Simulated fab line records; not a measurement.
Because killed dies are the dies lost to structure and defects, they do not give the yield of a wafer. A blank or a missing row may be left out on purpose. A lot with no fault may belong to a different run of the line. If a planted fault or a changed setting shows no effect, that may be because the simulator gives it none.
The tool behind it: which one?    flow gf180mcu    Sampling: 14 lots, 42 wafers, 4 of 602 route steps

WHAT THE GAUGES READ, wafer by wafer
The record lacks any reading of a measuring or inspecting step that a usual standard deviation could be used to judge.

WHICH TOOL RAN EACH LOT (tool, then ch and the chambers of the sampled wafers, then the start)
lot   GF_M4_SPUTTER_03              GF_V4_CMP_04                   GF_V4_PEB_12                       GF_V4_SPUTTER_21
L990  pvd-sputter-04, day 22 01:10  cmp-02 ch 1,2,3, day 23 01:35  litho-track-02 ch 0, day 24 00:26  pvd-sputter-03, day 24 01:37
L993  pvd-sputter-04, day 23 07:19  cmp-02 ch 0,1,2, day 24 06:59  litho-track-02 ch 0, day 25 05:15  pvd-sputter-03, day 25 06:43
L994  pvd-sputter-01, day 23 20:28  cmp-01 ch 0,1, day 24 19:42    litho-track-01 ch 0, day 25 16:29  pvd-sputter-03, day 25 17:35
L995  pvd-sputter-04, day 24 13:17  cmp-01 ch 0,1,3, day 25 12:23  litho-track-02 ch 0, day 26 09:36  pvd-sputter-02, day 26 10:46
L999  pvd-sputter-03, day 26 07:04  cmp-01 ch 0,1, day 27 04:05    litho-track-04 ch 0, day 28 00:25  pvd-sputter-02, day 28 01:36
L101  pvd-sputter-01, day 26 07:49  cmp-01 ch 0,1,2, day 27 04:55  litho-track-01 ch 0, day 28 00:34  pvd-sputter-03, day 28 01:41
L102  pvd-sputter-03, day 27 03:19  cmp-01 ch 1,2,3, day 28 00:24  litho-track-01 ch 0, day 28 19:40  pvd-sputter-03, day 28 20:53
L104  pvd-sputter-04, day 27 12:29  cmp-02 ch 2,3, day 28 09:17    litho-track-01, day 29 03:58       pvd-sputter-03, day 29 05:07
L105  pvd-sputter-03, day 27 15:46  cmp-01 ch 1,2, day 28 12:01    litho-track-01, day 29 07:44       pvd-sputter-03, day 29 08:50
L106  pvd-sputter-01, day 28 02:13  cmp-02 ch 0,1,2, day 28 22:26  litho-track-04 ch 0, day 29 16:52  pvd-sputter-02, day 29 18:02
L108  pvd-sputter-04, day 28 07:00  cmp-01 ch 1,2,3, day 29 03:25  litho-track-01 ch 0, day 29 21:37  pvd-sputter-02, day 29 22:48
L111  pvd-sputter-03, day 29 11:28  cmp-01 ch 1,2, day 30 07:42    litho-track-02 ch 0, day 31 01:32  pvd-sputter-02, day 31 02:44
L112  pvd-sputter-03, day 29 14:53  cmp-02 ch 2,3, day 30 10:14    litho-track-02 ch 0, day 31 04:23  pvd-sputter-03, day 31 05:33
L113  pvd-sputter-01, day 29 23:30  cmp-02 ch 1,2, day 30 18:29    litho-track-01 ch 0, day 31 12:29  pvd-sputter-02, day 31 21:44
- GF_M4_SPUTTER_03: material Ti, target thk 10 nm, time 6.7 s.
- GF_V4_CMP_04: polishes SiO2.
- GF_V4_PEB_12: peb time 90 s.
- GF_V4_SPUTTER_21: material Ti, target thk 15 nm, time 80.02 s.

AS READ BY THE TOOLS THEMSELVES (means over the sampled wafers that have a number; for cases with no such wafer, the mark the record gives instead)
GF_M4_SPUTTER_03. Usual: chamber-pressure-pa 0.3000 Pa, standard deviation 0.00056; throttle-valve-pct 30.6 %, standard deviation 0.78.
lot   tool            chamber-pressure-pa (Pa)  throttle-valve-pct (%)  flag
L990  pvd-sputter-04  0.3000                    30.3                    
L993  pvd-sputter-04  0.3004                    30.6                    
L994  pvd-sputter-01  0.2997                    31.3                    
L995  pvd-sputter-04  0.3007                    31.3                    
L999  pvd-sputter-03  0.3006                    30.5                    
L101  pvd-sputter-01  0.2999                    30.8                    
L102  pvd-sputter-03  0.2998                    30.0                    
L104  pvd-sputter-04  0.2995                    30.4                    
L105  pvd-sputter-03  0.2994                    29.6                    
L106  pvd-sputter-01  0.2997                    31.2                    
L108  pvd-sputter-04  0.3000                    30.7                    
L111  pvd-sputter-03  0.3003                    30.7                    
L112  pvd-sputter-03  0.3001                    30.6                    
L113  pvd-sputter-01  0.2998                    30.9                    

GF_V4_CMP_04. Usual: edge-zone-pressure-frac 1.001, standard deviation 0.0047; head-pressure-psi 4.000 psi, standard deviation 0.0087; motor-current-A 12.5 A, standard deviation 1; time-to-endpoint-s 82 s, standard deviation 6.
lot   tool    edge-zone-pressure-frac  head-pressure-psi (psi)  motor-current-A (A)  time-to-endpoint-s (s)  flag
L990  cmp-02  1.006                    4.005                    12.7                 82                      
L993  cmp-02  1.001                    3.983                    12.5                 86                      
L994  cmp-01  0.996                    3.999                    12.9                 82                      
L995  cmp-01  1.000                    4.009                    11.7                 76                      
L999  cmp-01  0.997                    4.007                    12.4                 81                      
L101  cmp-01  1.000                    4.003                    12.4                 85                      
L102  cmp-01  0.996                    3.997                    11.7                 74                      
L104  cmp-02  1.003                    4.000                    12.6                 79                      
L105  cmp-01  0.999                    3.993                    12.1                 77                      
L106  cmp-02  0.999                    3.998                    12.4                 84                      
L108  cmp-01  1.004                    4.007                    11.5                 81                      
L111  cmp-01  1.000                    4.003                    12.1                 82                      
L112  cmp-02  1.000                    4.003                    13.0                 84                      
L113  cmp-02  0.999                    3.998                    12.5                 94                      

GF_V4_PEB_12. Usual: chill-plate-temp-C 23.01 C, standard deviation 0.099; exhaust-pa 44.8 Pa, standard deviation 0.9; plate-temp-C 134.98 C, standard deviation 0.13; resist-line-temp-C 22.98 C, standard deviation 0.12.
lot   tool            chill-plate-temp-C (C)  exhaust-pa (Pa)  plate-temp-C (C)  resist-line-temp-C (C)  flag
L990  litho-track-02  23.12                   44.8             134.87            22.95                   
L993  litho-track-02  23.01                   44.7             134.73            23.17                   
L994  litho-track-01  23.00                   45.5             135.08            23.03                   
L995  litho-track-02  22.98                   45.8             135.00            22.89                   
L999  litho-track-04  23.11                   45.2             135.01            22.95                   
L101  litho-track-01  23.08                   45.6             135.06            22.99                   
L102  litho-track-01  23.02                   44.5             134.98            23.07                   
L104  litho-track-01  -                       -                -                 -                       OFF
L105  litho-track-01  -                       -                -                 -                       OFF
L106  litho-track-04  22.98                   46.5             134.92            23.03                   
L108  litho-track-01  22.97                   44.1             135.01            23.02                   
L111  litho-track-02  23.01                   45.1             135.14            22.94                   
L112  litho-track-02  23.07                   46.0             134.98            22.93                   
L113  litho-track-01  23.01                   44.3             134.96            22.81                   

GF_V4_SPUTTER_21. Usual: chamber-pressure-pa 5.001 Pa, standard deviation 0.01; throttle-valve-pct 30.3 %, standard deviation 1.3.
lot   tool            chamber-pressure-pa (Pa)  throttle-valve-pct (%)  flag
L990  pvd-sputter-03  5.001                     30.8                    
L993  pvd-sputter-03  4.993                     30.4                    
L994  pvd-sputter-03  4.995                     30.4                    
L995  pvd-sputter-02  4.998                     29.0                    
L999  pvd-sputter-02  4.997                     30.8                    
L101  pvd-sputter-03  4.996                     30.7                    
L102  pvd-sputter-03  4.998                     30.8                    
L104  pvd-sputter-03  5.004                     30.7                    
L105  pvd-sputter-03  5.001                     30.8                    
L106  pvd-sputter-02  5.001                     31.7                    
L108  pvd-sputter-02  4.994                     31.6                    
L111  pvd-sputter-02  4.997                     30.2                    
L112  pvd-sputter-03  5.008                     30.4                    
L113  pvd-sputter-02  5.013                     30.5                    

THE ANSWER, worked out from the rows above alone
Rule: take the mean of a lot's wafers that have a number; if it is more than 3 standard deviations from the usual mean, the lot is off. A lot without any number at a reading at which 4 lots or more have one is off too. All remaining lots with rows at the step are treated as sound. The gauges are gone through in route order, then the tools' own readings, and for those a lot's mean is taken as printed above. The first step at which some lot is off is used, and at that step the reading that is off furthest; a lot without a number counts as furthest.
Off: L104, L105 (GF_V4_PEB_12, chill-plate-temp-C). Without a number there: L104, L105.
If a tool, at that step or one of the process steps before it, ran each lot that is off and ran no sound lot following the first of them, it fits. Of those tried, none fits.

WHAT THE SIMULATOR HAD PUT IN
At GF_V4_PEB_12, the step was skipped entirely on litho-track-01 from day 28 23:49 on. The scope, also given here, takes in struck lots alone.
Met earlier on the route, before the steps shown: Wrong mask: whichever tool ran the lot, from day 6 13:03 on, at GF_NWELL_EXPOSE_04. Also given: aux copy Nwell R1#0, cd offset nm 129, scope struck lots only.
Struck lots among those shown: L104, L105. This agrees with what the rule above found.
